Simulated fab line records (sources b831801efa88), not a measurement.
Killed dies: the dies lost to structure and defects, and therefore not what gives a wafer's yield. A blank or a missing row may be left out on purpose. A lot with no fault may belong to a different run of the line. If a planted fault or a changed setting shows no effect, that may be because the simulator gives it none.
Struck lot and sound lot, side by side || flow sky130 || 17 steps out of a route of 708
Sound: these wafers, L767.2, L767.5, L767.6. Wafers struck: L771.1, L771.3, L771.5. Last of all comes the cause.
Per side, at each step with rows, come the tool, then ch with its chambers, and then its first start. Under that, the readings that differ: sound wafers || struck wafers || difference of the means || sigmas: that difference in standard deviations of wafers without a fault.
alike: readings whose means differ by less than 2 such deviations, and words and numbers that are the same on both sides. not compared: withheld readings, readings that some wafer has no value for, bounds like >300 that may hide the same value, and numbers for which the record gives no deviation and whose values overlap.
A row with sigmas, a row that says differs or no value, or rows on one side alone: a step with any of these is where the two part. Non-overlapping numbers with no deviation appear without sigmas and do not part them. A reading missing from all wafers of one side parts the sides only when that side holds two or more wafers.

SKY_GATE_OXIDE_TW_MEAS_14:
  sound on film_metro-02, day 18 10:49; struck on film_metro-02, day 19 16:55
  alike: GATE_OXIDE_TW
then, 3 steps without rows for these wafers: SKY_GATE_OXIDE_CLEAN_15 (cleans in SC1/SC2, time 150 s); SKY_GATE_OXIDE_OXIDATION_16 (stabilise 600 s, purge 300 s, target thk 3.57 nm); SKY_POLY_GATE_CVD_00 (deposits poly-Si, target thk 180 nm, time 720 s).
SKY_POLY_GATE_THK_MEAS_01:
  sound on film_metro-01, day 18 14:30; struck on film_metro-03, day 19 21:56
{"reading": "POLY_GATE_CVD_00_THK (nm)", "sound": "179.8 178.6 179.5", "struck": "182.8 182.8 181.8", "difference": "+3.2", "sigmas": "+3"}
then, 7 steps without rows for these wafers: SKY_RES_PROTECT_DEHYDRATE_00 (time 60 s); SKY_RES_PROTECT_HMDS_01 (prime time 60 s); SKY_RES_PROTECT_COAT_02 (resist thk 1140 nm); SKY_RES_PROTECT_SOFTBAKE_03 (time 60 s); SKY_RES_PROTECT_EXPOSE_04 (exposes mask RPM, target cd 1270 nm); SKY_RES_PROTECT_PEB_05; SKY_RES_PROTECT_DEVELOP_06 (develop time 60 s).
SKY_POLY_GATE_IMPLANT_02:
  sound on implanter-04 ch 0, day 19 21:05; struck on implanter-04 ch 0, day 21 04:50
{"reading": "beam_on_s (s)", "sound": "33 32 33", "struck": "10 10 10", "difference": -23, "sigmas": -4}
{"reading": "dose_ions_cm2", "sound": "7.708e+15 7.698e+15 7.693e+15", "struck": "2.129e+15 2.133e+15 2.132e+15", "difference": -5.568e+15, "sigmas": "-99 or more"}
SKY_RES_PROTECT_STRIP_07: strips in O2/N2.
  sound on plasma_asher-04 ch 0,1, day 19 21:13; struck on plasma_asher-03 ch 0,1, day 21 04:59
{"reading": "oes_product_au (a.u.)", "sound": "0.521 0.519 0.513", "struck": "0.592 0.589 0.599", "difference": "+0.076", "sigmas": "+16"}
{"reading": "strip_time_to_endpoint_s (s)", "sound": "23.29 23.27 23.29", "struck": "18.42 18.40 18.38", "difference": -4.88, "sigmas": "-99 or more"}
  alike: drypump_motor_current_A
  not compared: rf_hours_counter_h
SKY_RES_PROTECT_TW_MEAS_08:
  sound on film_metro-02, day 19 21:19; struck on film_metro-02, day 21 05:05
{"reading": "POLY_GATE_TW", "sound": "4067 4079 4081", "struck": "3586 3598 3582", "difference": -487, "sigmas": -12}
then, 1 step without rows for these wafers: SKY_RES_PROTECT_CLEAN_09 (cleans in SC1/SC2, time 150 s).
-- record jumps: 29 days separate the struck wafers' starts on either side; left off in module RES_PROTECT, taken up again in module PAD_OPEN, whose first shown step is the route's number 708 --
SKY_PAD_OPEN_PROBE_99:
  sound on prober-02, day 49 01:29; struck on prober-02, day 49 20:20
{"reading": "model.etest.licon_poly.rc_ohm", "sound": "145.9 152.5 147.8", "struck": "2098 2065 2162", "difference": "+1960", "sigmas": ""}
{"reading": "model.etest.res_poly.line_ohm_um", "sound": "499.5 521.9 488.2", "struck": "2114 2052 2025", "difference": "+1560", "sigmas": ""}
{"reading": "model.etest.res_poly.rs_ohm_sq", "sound": "47.95 49.05 48.39", "struck": "199.2 194.4 197.6", "difference": "+148.6", "sigmas": ""}
{"reading": "model.etest.nfet_01v8.r_on_ohm_um", "sound": "876.5 861 866", "struck": "894.5 904.3 896.1", "difference": "+30.5", "sigmas": ""}
{"reading": "model.etest.nfet_01v8_swapped.drive_ua_um", "sound": "478.5 478.7 480.5", "struck": "449.2 442.8 448.6", "difference": -32.4, "sigmas": ""}
{"reading": "model.etest.nfet_01v8_turned.drive_ua_um", "sound": "480.3 480.9 479.5", "struck": "451.5 439.3 449.1", "difference": -33.6, "sigmas": ""}
{"reading": "model.etest.nfet_01v8.drive_ua_um", "sound": "477.7 480.2 482.9", "struck": "445.8 441.8 452.1", "difference": -33.7, "sigmas": ""}
{"reading": "model.etest.nfet_01v8_lvt.drive_ua_um", "sound": "546.8 544.2 547.4", "struck": "525.6 513.7 516.9", "difference": -27.4, "sigmas": ""}
  alike: killed_at_M0_to_M3, killed_at_M4_up, killed_at_contacts, killed_at_front_end, killed_at_other, killed_dies, killed_open, killed_short

== WHERE THEY PART ==
Last at SKY_RES_PROTECT_TW_MEAS_08 as far as this record goes, first at SKY_POLY_GATE_THK_MEAS_01. Later steps at which nothing parts them and some readings are alike: SKY_PAD_OPEN_PROBE_99.

WHY: whatever the simulator had introduced
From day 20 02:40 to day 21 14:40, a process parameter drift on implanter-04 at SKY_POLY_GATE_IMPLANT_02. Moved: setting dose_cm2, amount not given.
